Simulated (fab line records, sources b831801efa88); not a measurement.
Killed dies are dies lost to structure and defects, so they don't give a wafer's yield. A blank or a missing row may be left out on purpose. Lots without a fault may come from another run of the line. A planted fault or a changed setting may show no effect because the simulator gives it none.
Which tool did it? | flow sky130 | 13 lots, 39 wafers sampled, at 2 steps of a route of 708

WHAT THE GAUGES READ, wafer by wafer
SKY_FIELD_ISO_THK_MEAS_04. Usual: FIELD_ISO_CVD_03_THK 166.2 nm, standard deviation 1.2.
lot  | measured    | on            | FIELD_ISO_CVD_03_THK (nm) | flag
L571 | day 2 01:34 | film_metro-03 | 162.8 164.8 163.7         |
L572 | day 2 05:43 | film_metro-01 | 165.2 164.1 165.4         |
L573 | day 2 09:56 | film_metro-01 | 165.6 165.9 164.5         |
L574 | day 2 14:29 | film_metro-01 | 166.1 166.0 165.9         |
L575 | day 2 22:17 | film_metro-01 | 166.8 166.3 166.6         |
L577 | day 3 05:29 | film_metro-02 | 167.3 167.2 166.3         |
L581 | day 4 01:29 | film_metro-02 | 168.3 169.1 168.5         |
L585 | day 4 22:51 | film_metro-03 | 165.6 166.4 166.3         |
L587 | day 5 08:21 | film_metro-03 | 166.7 167.2 167.0         |
L588 | day 5 13:22 | film_metro-01 | 167.4 166.5 166.0         |
L589 | day 5 19:40 | film_metro-02 | 165.5 164.7 165.8         |
L590 | day 6 00:50 | film_metro-02 | 167.8 166.9 166.1         |
L592 | day 6 10:08 | film_metro-01 | 167.9 167.6 166.4         |

SKY_FIELD_ISO_THK_MEAS_23. Usual: FIELD_ISO_OXIDATION_01_THK 10.03 nm, standard deviation 0.17.
lot  | measured    | on            | FIELD_ISO_OXIDATION_01_THK (nm) | flag
L571 | day 2 20:34 | film_metro-01 | 9.96 9.80 9.77                  |
L572 | day 3 00:03 | film_metro-02 | 10.15 10.13 10.01               |
L573 | day 3 04:49 | film_metro-03 | 10.05 10.04 10.20               |
L574 | day 3 09:48 | film_metro-02 | 10.26 10.39 10.33               |
L575 | day 3 16:34 | film_metro-03 | 10.20 9.97 10.18                |
L577 | day 3 23:51 | film_metro-03 | 10.11 10.21 10.26               |
L581 | day 4 20:49 | film_metro-02 | 10.28 10.28 10.29               |
L585 | day 5 19:45 | film_metro-01 | 9.99 10.01 9.93                 |
L587 | day 6 06:46 | film_metro-03 | 10.08 10.17 10.09               |
L588 | day 6 10:11 | film_metro-02 | 10.17 9.97 9.94                 |
L589 | day 6 17:00 | film_metro-01 | 9.82 9.86 9.84                  |
L590 | day 6 23:41 | film_metro-01 | 9.92 9.99 9.95                  |
L592 | day 7 08:49 | film_metro-03 | 10.22 9.97 10.00                |

WHICH TOOL RAN EACH LOT (tool, then ch and the chambers of the sampled wafers, then the start)
The record holds no process step before these readings.

WHAT THE TOOLS THEMSELVES READ (means of the sampled wafers that have a number; where no wafer has one, the mark that the record gives instead)
The record holds no such reading with a usual standard deviation.

THE ANSWER, worked out from the rows above alone
Rule: a lot is off if the mean of its wafers that have a number lies more than 3 standard deviations from the usual mean. A lot without any number at a reading at which 4 lots or more have one is off too. The other lots that the step has rows for count as sound. The gauges are gone through in route order, then the tools' own readings, and for those a lot's mean is taken as printed above. The first step at which some lot is off is used, and at that step the reading that is off furthest; a lot without a number counts as furthest.
No lot is off at any reading shown: from this, nothing can be told.

WHAT THE SIMULATOR HAD PUT IN
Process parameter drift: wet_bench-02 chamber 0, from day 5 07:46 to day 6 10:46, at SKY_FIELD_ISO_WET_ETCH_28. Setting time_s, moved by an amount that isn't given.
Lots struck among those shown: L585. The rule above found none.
